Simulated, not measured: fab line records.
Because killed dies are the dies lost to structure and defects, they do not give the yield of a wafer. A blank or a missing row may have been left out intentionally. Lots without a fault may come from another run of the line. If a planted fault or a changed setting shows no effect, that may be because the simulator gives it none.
fab line records ; flow sky130 ; part 2 of 2: steps 32 to 41 of 41
[record] lots = 5; wafers = 15; last-day = 47
route steps=708 shown METAL5@661 PASSIVATION@681 PAD_OPEN@694
lots untouched by any fault: they come from a run of this same line in which no faults occurred
start-h: start of the lot's first displayed wafer, in hours after the record's first day ; wait-h: time in hours since the lot's previous step ; " identical to the entry in the row above ; L1.1+2: a row that stands for several wafers ; - no value, or no start was given ; * or withheld: withheld ; < > ~ a bound
route shown NAME@n: names a module that has steps shown in the file, with the first one's number in the route ; usual: the fault-free wafers' mean and standard deviation ; same: alike in all rows ; chamber/n: place in a boat ; sites: per-site readings ; _std_site: the values' standard deviation ; _edge_site: outer sites' mean less inner sites' ; radius-mm: for every site, how far away it sits from the centre of the wafer ; mask NAME#n: copy n ; behind: tool/chamber where the wafer was last shaped ; hold: why the lot was held/for how many hours/how that ended ; device: transistor that didn't switch, given as n, p or np ; end of line: at the end of the route, the tests of the same wafers ; where a step has no rows: the recipe by itself ; killed: count of dies lost to structure and defects at first sort (not the wafer's yield) ; map: a wafer's dies, x killed, . not, _ none there
set.NAME: setting as actually run; set.NAME@STEP: the setting as run at that earlier step ; model.NAME: the simulator's own value behind a step, which no gauge read
a table for each step, a row for each wafer; lots at some steps of the route
services: when a tool's chamber went out of use (start-h, in hours from the record's first day, below 0 if earlier), for how many hours, and the reason
[[steps]]
[step SKY_PASSIVATION_ETCH_11]
[recipe] chemistry = CF4/O2; target-depth-nm = 725; stop-on = AlCu; source-w = 800; bias-w = 150; pressure-mtorr = 150; cf4-flow-sccm = 80; O2_flow_sccm = 10; time-s = 161.1
[usual] O2_flow_sccm = 10.000/0.028; drypump-motor-current-A = 5.8/0.34; oes-product-au = 0.977/0.0068; throttle-valve-pct = 5.964/0.01
lot.wafer;tool;chamber;start-h;wait-h;O2_flow_sccm;drypump-motor-current-A;oes-product-au;rf-hours-counter-h;throttle-valve-pct
L074.2;rie-diel-04;1;1040.78;-;9.959;5.7;0.962;17;5.940
L074.4;rie-diel-04;0;1040.78;-;10.020;5.8;0.970;10;5.967
L074.6;rie-diel-04;2;1040.78;-;10.002;6.0;0.975;-;5.957
L077.1;rie-diel-04;0;1092.30;-;10.024;5.8;0.983;11;5.965
L077.4;rie-diel-04;2;1092.30;-;9.966;6.0;0.975;6;5.949
L077.6;rie-diel-04;0;1092.30;-;10.004;5.8;0.983;-;5.950
L080.1;rie-diel-01;0;1095.23;-;10.004;5.8;0.969;14;5.958
L080.3;rie-diel-01;1;1095.23;-;10.044;5.7;0.962;1;5.969
L080.5;rie-diel-01;1;1095.23;-;10.038;5.7;0.984;-;5.954
L081.1;rie-diel-04;2;1096.05;-;10.029;6.0;0.985;7;5.964
L081.3;rie-diel-04;0;1096.05;-;10.033;5.8;0.981;11;5.964
L081.4;rie-diel-04;1;1096.05;-;9.964;5.7;0.983;18;5.964
L079.1;rie-diel-04;3;1098.95;-;10.023;6.0;0.965;4;5.971
L079.2;rie-diel-04;1;1098.95;-;10.013;5.7;0.970;18;5.971
L079.5;rie-diel-04;3;1098.95;-;9.984;6.0;0.977;-;5.972
[step SKY_PASSIVATION_STRIP_12]
[recipe] chemistry = O2/N2; power-w = 1400; pressure-mtorr = 1500; platen-temp-c = withheld; overash-fraction = 0.7; o2-flow-sccm = 3000; n2-flow-sccm = 300
[usual] drypump-motor-current-A = 5.6/0.44; oes-product-au = 0.661/0.0047; strip-time-to-endpoint-s = 31.56/0.12
lot.wafer;tool;chamber;start-h;wait-h;drypump-motor-current-A;oes-product-au;rf-hours-counter-h;strip-time-to-endpoint-s
L074.2;plasma-asher-02;0;1040.89;0.1;5.1;0.663;88;31.68
L074.4;plasma-asher-02;1;1040.89;0.1;5.8;0.663;-;31.68
L074.6;plasma-asher-02;0;1040.89;0.1;5.1;0.662;-;31.58
L077.1;plasma-asher-03;1;1092.41;0.1;5.8;0.653;35;31.53
L077.4;plasma-asher-03;0;1092.41;0.1;5.6;0.652;-;31.61
L077.6;plasma-asher-03;0;1092.41;0.1;5.6;0.648;-;31.49
L080.1;plasma-asher-03;0;1095.33;0.1;5.6;0.652;35;31.90
L080.3;plasma-asher-03;1;1095.33;0.1;5.8;0.662;-;31.72
L080.5;plasma-asher-03;1;1095.33;0.1;5.8;0.658;-;31.89
L081.1;plasma-asher-03;0;1096.16;0.1;5.6;0.659;35;31.36
L081.3;plasma-asher-03;0;1096.16;0.1;5.6;0.663;-;31.26
L081.4;plasma-asher-03;1;1096.16;0.1;5.8;0.661;-;31.36
L079.1;plasma-asher-03;0;1099.06;0.1;5.6;0.660;36;31.62
L079.2;plasma-asher-03;1;1099.06;0.1;5.8;0.662;36;31.59
L079.5;plasma-asher-03;1;1099.06;0.1;5.8;0.663;-;31.53
[step SKY_PAD_OPEN_DEHYDRATE_00]
[recipe] temp-c = 200; time-s = 60
lot.wafer;tool;chamber;start-h;wait-h
L074.2+4+6;litho-track-01;0;1051.63;10.7
L077.1+4+6;litho-track-01;0;1102.00;9.6
L080.1+3+5;litho-track-04;0;1104.95;9.6
L081.1+3+4;litho-track-04;0;1105.60;9.4
L079.1+2+5;litho-track-02;0;1107.83;8.7
[step SKY_PAD_OPEN_HMDS_01]
[recipe] prime-time-s = 60; prime-temp-c = 120
[same] prime-time-s = 60
lot.wafer;tool;chamber;start-h;wait-h
L074.2+4+6;litho-track-01;0;1051.78;0.1
L077.1+4+6;litho-track-01;0;1102.15;0.1
L080.1+3+5;litho-track-04;0;1105.10;0.1
L081.1+3+4;litho-track-04;0;1105.75;0.1
L079.1+2+5;litho-track-02;0;1107.98;0.1
[step SKY_PAD_OPEN_COAT_02]
[recipe] spin-rpm = 2000; resist-thk-nm = 3000
lot.wafer;tool;chamber;start-h;wait-h
L074.2+4+6;litho-track-01;0;1051.93;0.1
L077.1+4+6;litho-track-01;0;1102.30;0.1
L080.1+3+5;litho-track-04;0;1105.25;0.1
L081.1+3+4;litho-track-04;0;1105.90;0.1
L079.1+2+5;litho-track-02;0;1108.13;0.1
[step SKY_PAD_OPEN_SOFTBAKE_03]
[recipe] temp-c = 110; time-s = withheld
lot.wafer;tool;chamber;start-h;wait-h
L074.2+4+6;litho-track-01;0;1052.08;0.1
L077.1+4+6;litho-track-01;0;1102.45;0.1
L080.1+3+5;litho-track-04;0;1105.40;0.1
L081.1+3+4;litho-track-04;0;1106.05;0.1
L079.1+2+5;litho-track-02;0;1108.28;0.1
[step SKY_PAD_OPEN_EXPOSE_04]
[recipe] mask-id = PDM; target-cd-nm = 60000; na = 0.57; dose-mj = 260
[usual] stage-vel-mm-s = 500.05/0.27
[same] na = 0.57
lot.wafer;tool;chamber;start-h;wait-h;mask;stage-vel-mm-s
L074.2;iline-stepper-01;0;-;-;PDM#0;499.85
L074.4;iline-stepper-01;0;-;-;PDM#0;499.88
L074.6;iline-stepper-01;0;-;-;PDM#0;499.49
L077.1;iline-stepper-02;0;-;-;PDM#0;500.18
L077.4;iline-stepper-02;0;-;-;PDM#0;499.83
L077.6;iline-stepper-02;0;-;-;PDM#0;500.16
L080.1;iline-stepper-02;0;-;-;PDM#0;499.90
L080.3;iline-stepper-02;0;-;-;PDM#0;499.94
L080.5;iline-stepper-02;0;-;-;PDM#0;499.74
L081.1;iline-stepper-01;0;-;-;PDM#0;500.23
L081.3;iline-stepper-01;0;-;-;PDM#0;500.03
L081.4;iline-stepper-01;0;-;-;PDM#0;500.12
L079.1;iline-stepper-01;0;-;-;PDM#0;499.86
L079.2;iline-stepper-01;0;-;-;PDM#0;499.59
L079.5;iline-stepper-01;0;-;-;PDM#0;499.68
[step SKY_PAD_OPEN_PEB_05]
[recipe] temp-c = 115; time-s = withheld
lot.wafer;tool;chamber;start-h;wait-h
L074.2+4+6;litho-track-01;0;-;-
L077.1+4+6;litho-track-04;0;-;-
L080.1+3+5;litho-track-04;0;-;-
L081.1+3+4;litho-track-01;0;-;-
L079.1+2+5;litho-track-02;0;-;-
[step SKY_PAD_OPEN_DEVELOP_06]
[recipe] develop-time-s = 60; dev-temp-c = 23
lot.wafer;tool;chamber;start-h;wait-h
L074.2+4+6;litho-track-01;0;-;-
L077.1+4+6;litho-track-04;0;-;-
L080.1+3+5;litho-track-04;0;-;-
L081.1+3+4;litho-track-01;0;-;-
L079.1+2+5;litho-track-02;0;-;-
[step SKY_PAD_OPEN_ETCH_07]
[recipe] chemistry = CF4/O2; target-depth-nm = 725; stop-on = AlCu; source-w = 800; bias-w = 150; pressure-mtorr = 150; cf4-flow-sccm = 80; O2_flow_sccm = 10; time-s = 161.1
[usual] O2_flow_sccm = 10.00/0.03; drypump-motor-current-A = 5.7/0.4; oes-product-au = 0.977/0.0063; throttle-valve-pct = 5.964/0.01
lot.wafer;tool;chamber;start-h;wait-h;O2_flow_sccm;drypump-motor-current-A;oes-product-au;rf-hours-counter-h;throttle-valve-pct
L074.2;rie-diel-03;2;1061.85;-;10.01;6.0;0.968;14;5.963
L074.4;rie-diel-03;3;1061.85;-;10.02;5.7;0.980;22;5.951
L074.6;rie-diel-03;2;1061.85;-;9.97;6.0;0.978;-;5.950
L077.1;rie-diel-02;3;1112.55;-;10.02;5.3;0.979;21;5.975
L077.4;rie-diel-02;0;1112.55;-;10.05;5.6;0.981;3;5.966
L077.6;rie-diel-02;0;1112.55;-;10.02;5.6;0.965;-;5.963
L080.1;rie-diel-01;2;1116.25;-;10.04;5.2;0.964;10;5.965
L080.3;rie-diel-01;3;1116.25;-;10.00;6.4;0.967;24;5.961
L080.5;rie-diel-01;3;1116.25;-;10.00;6.4;0.971;-;5.956
L081.1;rie-diel-02;0;1117.15;-;9.98;5.6;0.981;3;5.975
L081.3;rie-diel-02;1;1117.15;-;10.05;5.4;0.977;13;5.983
L081.4;rie-diel-02;2;1117.15;-;9.99;5.7;0.983;22;5.972
L079.1;rie-diel-01;1;1118.83;-;9.96;5.7;0.977;2;5.949
L079.2;rie-diel-01;2;1118.83;-;9.97;5.2;0.969;10;5.961
L079.5;rie-diel-01;1;1118.83;-;10.00;5.7;0.981;-;5.963
[[services]]
tool;chamber;start-h;hours;kind
iline-stepper-02;-;978.52;1.7;pm
rie-metal-01;-;985.16;2.6;repair
pecvd-02;-;992.09;8.8;repair
wet-bench-03;-;992.98;4.6;repair
pecvd-01;1;995.30;4.8;repair
rie-metal-01;1;998.53;12.9;repair
rie-diel-02;0;1000.56;2.1;repair
pecvd-02;1;1007.89;6.6;repair
iline-stepper-02;-;1013.62;0.5;repair
pvd-sputter-02;-;1024.37;1.9;repair
pvd-sputter-01;-;1025.90;3.3;repair
rie-diel-02;-;1031.39;0.4;repair
rie-diel-01;1;1042.18;9.9;repair
pvd-sputter-02;-;1046.60;3.0;repair
plasma-asher-04;-;1055.25;9.0;pm
plasma-asher-04;-;1055.50;0.7;repair
iline-stepper-02;-;1067.11;13.7;repair
rie-diel-01;2;1070.91;14.6;repair
rie-diel-02;1;1070.92;7.5;repair
rie-diel-01;-;1087.72;0.4;repair
rie-metal-03;-;1095.31;0.6;repair
pecvd-02;-;1096.44;0.5;repair
iline-stepper-01;-;1101.78;1.7;pm
plasma-asher-03;-;1110.84;0.5;repair
